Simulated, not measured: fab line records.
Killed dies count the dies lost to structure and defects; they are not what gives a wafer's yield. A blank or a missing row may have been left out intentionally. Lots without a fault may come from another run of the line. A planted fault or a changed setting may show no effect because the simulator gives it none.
Matching of chambers -- flow sky130 -- SKY_LI_CONTACT_CMP_24 on cmp-01 has 4 sister chambers
The step polishes, stops on PSG, t overpolish 20 s, target thk 0 nm. 4 wafers are shown with their chamber, then 7 later ones without.

== WAFERS PAIRED WITH THEIR CHAMBERS ==
wafer,chamber,time-to-endpoint-s (s)
L393.5,0,92
L394.4,1,89
L395.1,2,97
L395.4,3,96

== WAFERS WITH NO CHAMBER GIVEN ==
wafer,time-to-endpoint-s (s)
L395.5,97
L396.3,96
L396.4,93
L396.5,92
L398.1,87
L398.3,91
L398.5,95

== EACH ONE'S CHAMBER ==
wafer,from the rows above,in truth
L395.5,can't be placed: 2 or 3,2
L396.3,can't be placed: 3 or 2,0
L396.4,0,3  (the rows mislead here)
L396.5,0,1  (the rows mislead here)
L398.1,1,1
L398.3,can't be placed: 0 or 1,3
L398.5,can't be placed: 3 or 2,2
1 of 7 placed correctly. Not placeable from these rows: 4 (in 2, the candidates include the true chamber). 2 placed wrongly.
How it was worked out, from the rows above alone: a wafer's distance from a chamber is the root of the sum, over the readings, of the square of ((its reading less the chamber's mean) divided by the reading's scatter). If the next closest chamber is less than 2 further off than the closest, the wafer can't be placed; otherwise it belongs to the closest. The mean given for a chamber averages the wafers shown for that chamber. The scatter: root of mean squared gap, hidden wafer to nearest shown wafer, with one shown wafer a chamber.
